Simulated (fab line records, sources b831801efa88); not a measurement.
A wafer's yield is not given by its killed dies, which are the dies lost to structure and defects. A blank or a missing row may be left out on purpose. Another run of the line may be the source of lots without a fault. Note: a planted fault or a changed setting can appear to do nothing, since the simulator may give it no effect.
Chamber matching / flow gf180mcu / GF_V1_ETCH_16 on rie-diel-04: 4 sister chambers
The step etches BARC in N2/H2. 16 wafers are shown with their chamber, then 8 later ones without.

== WAFERS WITH THEIR CHAMBER ==
wafer=L277.1; chamber=2; drypump-motor-current-A (A)=5.8; throttle-valve-pct (%)=13.215; oes-product-au (a.u.)=0.858
wafer=L277.4; chamber=3; drypump-motor-current-A (A)=6.0; throttle-valve-pct (%)=13.229; oes-product-au (a.u.)=0.850
wafer=L277.6; chamber=0; drypump-motor-current-A (A)=6.2; throttle-valve-pct (%)=13.219; oes-product-au (a.u.)=0.860
wafer=L278.2; chamber=3; drypump-motor-current-A (A)=6.1; throttle-valve-pct (%)=13.228; oes-product-au (a.u.)=0.867
wafer=L278.5; chamber=2; drypump-motor-current-A (A)=5.8; throttle-valve-pct (%)=13.207; oes-product-au (a.u.)=0.848
wafer=L278.6; chamber=3; drypump-motor-current-A (A)=6.1; throttle-valve-pct (%)=13.222; oes-product-au (a.u.)=0.846
wafer=L282.1; chamber=2; drypump-motor-current-A (A)=5.7; throttle-valve-pct (%)=13.214; oes-product-au (a.u.)=0.856
wafer=L282.4; chamber=1; drypump-motor-current-A (A)=5.4; throttle-valve-pct (%)=13.224; oes-product-au (a.u.)=0.855
wafer=L282.5; chamber=2; drypump-motor-current-A (A)=5.7; throttle-valve-pct (%)=13.229; oes-product-au (a.u.)=0.865
wafer=L283.1; chamber=0; drypump-motor-current-A (A)=6.3; throttle-valve-pct (%)=13.229; oes-product-au (a.u.)=0.854
wafer=L283.2; chamber=1; drypump-motor-current-A (A)=5.4; throttle-valve-pct (%)=13.209; oes-product-au (a.u.)=0.850
wafer=L283.5; chamber=1; drypump-motor-current-A (A)=5.3; throttle-valve-pct (%)=13.212; oes-product-au (a.u.)=0.858
wafer=L285.1; chamber=2; drypump-motor-current-A (A)=5.7; throttle-valve-pct (%)=13.211; oes-product-au (a.u.)=0.854
wafer=L285.3; chamber=1; drypump-motor-current-A (A)=5.3; throttle-valve-pct (%)=13.230; oes-product-au (a.u.)=0.851
wafer=L285.4; chamber=3; drypump-motor-current-A (A)=6.1; throttle-valve-pct (%)=13.231; oes-product-au (a.u.)=0.858
wafer=L286.1; chamber=1; drypump-motor-current-A (A)=5.3; throttle-valve-pct (%)=13.232; oes-product-au (a.u.)=0.849

SIGNATURES, as means of the wafers listed above
reading=drypump-motor-current-A; chamber 0=6.250; chamber 1=5.340; chamber 2=5.740; chamber 3=6.075; scatter within a chamber=0.0552
reading=throttle-valve-pct; chamber 0=13.22400; chamber 1=13.22140; chamber 2=13.21520; chamber 3=13.22750; scatter within a chamber=0.0082
reading=oes-product-au; chamber 0=0.85700; chamber 1=0.85260; chamber 2=0.85620; chamber 3=0.85525; scatter within a chamber=0.00637
Rule: for a wafer and a chamber, the distance is found by dividing, reading by reading, the gap between the wafer's reading and the chamber's mean by the reading's scatter, squaring, summing and taking the root. If the next closest chamber is less than 2 further off than the closest, the wafer can't be placed; otherwise it belongs to the closest. How the scatter is found: for the shown wafers, subtract from each reading the mean of its chamber, square and add these, divide the total by (wafers less chambers), then take the root.

== WAFERS WHOSE CHAMBER IS MISSING ==
wafer=L286.3; drypump-motor-current-A (A)=6.2; throttle-valve-pct (%)=13.217; oes-product-au (a.u.)=0.865
wafer=L286.4; drypump-motor-current-A (A)=5.7; throttle-valve-pct (%)=13.229; oes-product-au (a.u.)=0.860
wafer=L294.2; drypump-motor-current-A (A)=6.2; throttle-valve-pct (%)=13.221; oes-product-au (a.u.)=0.852
wafer=L294.3; drypump-motor-current-A (A)=5.3; throttle-valve-pct (%)=13.224; oes-product-au (a.u.)=0.852
wafer=L294.6; drypump-motor-current-A (A)=5.3; throttle-valve-pct (%)=13.214; oes-product-au (a.u.)=0.860
wafer=L295.1; drypump-motor-current-A (A)=6.3; throttle-valve-pct (%)=13.224; oes-product-au (a.u.)=0.856
wafer=L295.2; drypump-motor-current-A (A)=5.7; throttle-valve-pct (%)=13.226; oes-product-au (a.u.)=0.849
wafer=L295.3; drypump-motor-current-A (A)=6.1; throttle-valve-pct (%)=13.226; oes-product-au (a.u.)=0.851

== THE CHAMBER EACH PASSED THROUGH ==
wafer=L286.3; from the rows above=can't be placed: 0 or 3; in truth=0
wafer=L286.4; from the rows above=2; in truth=2
wafer=L294.2; from the rows above=can't be placed: 0 or 3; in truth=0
wafer=L294.3; from the rows above=1; in truth=1
wafer=L294.6; from the rows above=1; in truth=1
wafer=L295.1; from the rows above=0; in truth=0
wafer=L295.2; from the rows above=2; in truth=2
wafer=L295.3; from the rows above=3; in truth=3
6 of 8 placed correctly. Can't be placed from these rows: 2 (the true chamber is among the candidates in 2). Placed wrongly: 0.
